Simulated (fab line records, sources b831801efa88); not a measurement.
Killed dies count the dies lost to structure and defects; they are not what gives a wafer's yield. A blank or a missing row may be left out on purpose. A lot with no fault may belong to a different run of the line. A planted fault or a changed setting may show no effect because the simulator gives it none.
Which tool is to blame?    flow gf180mcu    Sampling: 15 lots, 45 wafers, 4 of 602 route steps

WHAT THE GAUGES READ, wafer by wafer
GF_V1_BOW_MEAS_05.
lot   measured      on             V1_BOW (um)
L775  day 17 20:47  film metro-03  94 95 81
L776  day 18 01:51  film metro-04  84 68 83
L778  day 19 08:04  film metro-03  82 83 93
L779  day 19 20:13  film metro-04  81 74 77
L782  day 20 17:38  film metro-04  88 84 76
L789  day 23 06:50  film metro-03  93 97 100
L792  day 24 06:34  film metro-04  75 75 72
L793  day 24 12:41  film metro-02  81 85 83
L794  day 25 01:16  film metro-02  82 82 77
L795  day 25 06:20  film metro-02  95 84 85
L796  day 26 01:45  film metro-04  93 77 82
L797  day 26 03:22  film metro-02  74 77 76

GF_V1_RS_MEAS_24: the measuring method here is four-point-probe.
lot   measured      on             V1_W_RS (ohm/sq)
L775  day 18 21:47  film metro-03  0.327 0.325 0.328
L776  day 19 03:09  film metro-02  0.320 0.323 0.323
L778  day 20 10:07  film metro-03  0.317 0.322 0.324
L779  day 20 21:59  film metro-02  0.329 0.325 0.321
L782  day 21 19:42  film metro-03  0.323 0.330 0.330
L789  day 24 06:25  film metro-03  0.323 0.328 0.321
L792  day 25 06:05  film metro-02  0.322 0.328 0.321
L793  day 25 11:25  film metro-02  0.320 0.321 0.319
L794  day 25 23:17  film metro-04  0.332 0.325 0.332
L795  day 26 04:43  film metro-02  0.326 0.326 0.327
L796  day 26 23:56  film metro-04  0.322 0.319 0.323
L797  day 27 01:34  film metro-03  0.323 0.326 0.320

TOOL THAT RAN EACH LOT (tool first, then ch and the chambers of the sampled wafers, then the start)
lot   GF_HV_LDD_EXPOSE_28                  GF_CONTACT_ETCH_16
L775  iline stepper-02 ch 0, day 11 15:44  rie diel-01 ch 0,1, day 16 18:55
L776  iline stepper-01 ch 0, day 11 22:28  rie diel-01 ch 0,1,3, day 17 00:09
L778  iline stepper-02 ch 0, day 12 21:28  rie diel-04 ch 0,1,3, day 18 06:04
L779  iline stepper-02 ch 0, day 13 06:15  rie diel-02 ch 0,3, day 18 17:23
L782  iline stepper-02 ch 0, day 13 22:59  rie diel-02 ch 1,2,3, day 19 14:27
L781  iline stepper-02, day 13 23:24       -
L783  iline stepper-02, day 14 10:41       -
L784  iline stepper-02, day 14 23:58       -
L789  iline stepper-02 ch 0, day 16 09:40  rie diel-01 ch 0,1,2, day 22 04:31
L792  iline stepper-02 ch 0, day 17 10:58  rie diel-01 ch 0,1,3, day 23 05:51
L793  iline stepper-02 ch 0, day 17 19:47  rie diel-01 ch 0,2,3, day 23 13:10
L794  iline stepper-01 ch 0, day 18 02:37  rie diel-01 ch 1,2,3, day 23 21:02
L795  iline stepper-02 ch 0, day 18 10:58  rie diel-02 ch 1,2, day 24 03:24
L796  iline stepper-02 ch 0, day 18 18:26  rie diel-04 ch 1,2,3, day 25 01:39
L797  iline stepper-02 ch 0, day 19 05:43  rie diel-04 ch 0,1,2, day 25 02:21
- GF_HV_LDD_EXPOSE_28: exposes mask Nplus HV AREA, target cd 400 nm.
- GF_CONTACT_ETCH_16: etches BARC in N2/H2.

WHAT THE TOOLS THEMSELVES READ (means of the sampled wafers that have a number; where no wafer has one, the mark that the record gives instead)
GF_HV_LDD_EXPOSE_28.
lot   tool              exposure dose mJ cm2  focus offset nm (nm)  stage vel mm s (mm/s)
L775  iline stepper-02  139.88                -0.6                  499.86
L776  iline stepper-01  139.88                0.5                   500.02
L778  iline stepper-02  139.98                -0.5                  499.82
L779  iline stepper-02  140.01                -0.7                  499.73
L782  iline stepper-02  140.14                0.2                   499.98
L781  iline stepper-02  -                     -                     -
L783  iline stepper-02  -                     -                     -
L784  iline stepper-02  -                     -                     -
L789  iline stepper-02  139.99                -0.1                  500.05
L792  iline stepper-02  139.97                0.2                   499.83
L793  iline stepper-02  140.06                -0.6                  499.86
L794  iline stepper-01  139.84                0.5                   500.07
L795  iline stepper-02  139.90                -0.1                  499.98
L796  iline stepper-02  139.87                0.3                   499.81
L797  iline stepper-02  139.88                0.4                   499.81

GF_CONTACT_ETCH_16.
lot   tool         drypump motor current A (A)  oes product au (a.u.)  throttle valve pct (%)
L775  rie diel-01  5.7                          0.853                  13.232
L776  rie diel-01  5.8                          0.854                  13.227
L778  rie diel-04  5.6                          0.854                  13.222
L779  rie diel-02  5.6                          0.853                  13.222
L782  rie diel-02  5.2                          0.851                  13.223
L789  rie diel-01  5.7                          0.856                  13.226
L792  rie diel-01  5.8                          0.854                  13.220
L793  rie diel-01  5.7                          0.852                  13.231
L794  rie diel-01  5.8                          0.857                  13.225
L795  rie diel-02  5.1                          0.856                  13.226
L796  rie diel-04  6.1                          0.851                  13.218
L797  rie diel-04  5.8                          0.855                  13.226

THE ANSWER, worked out from the rows above alone
Rule: the lots themselves supply what counts as usual. The widest of any qualifying gaps counts: lots, ordered by their means at a reading, are off when they make up no more than a third of the lots, leave a main group of 4 or more, and stand apart from it by 3 or more times the standard deviation of that group's means. A main group is skipped when, at the precision printed for the reading in the tables above, its means are all equal. Also off: a lot with no number at a reading for which 4 or more lots have one. Where the step has rows for the other lots, those lots are counted as sound. The gauges are gone through in route order, then the tools' own readings, and for those a lot's mean is taken as printed above. The first step at which some lot is off is used, and at that step the reading that is off furthest; a lot without a number counts as furthest.
Off: L781, L783, L784, at GF_HV_LDD_EXPOSE_28 (exposure dose mJ cm2). Without a number there: L781, L783, L784. For the main group the mean is 139.95 and the standard deviation 0.087.
A tool fits if, at that step or a process step before it, it ran every lot that is off, and no sound lot after the first of them. Of those tried, none fits.

WHAT THE SIMULATOR HAD PUT IN
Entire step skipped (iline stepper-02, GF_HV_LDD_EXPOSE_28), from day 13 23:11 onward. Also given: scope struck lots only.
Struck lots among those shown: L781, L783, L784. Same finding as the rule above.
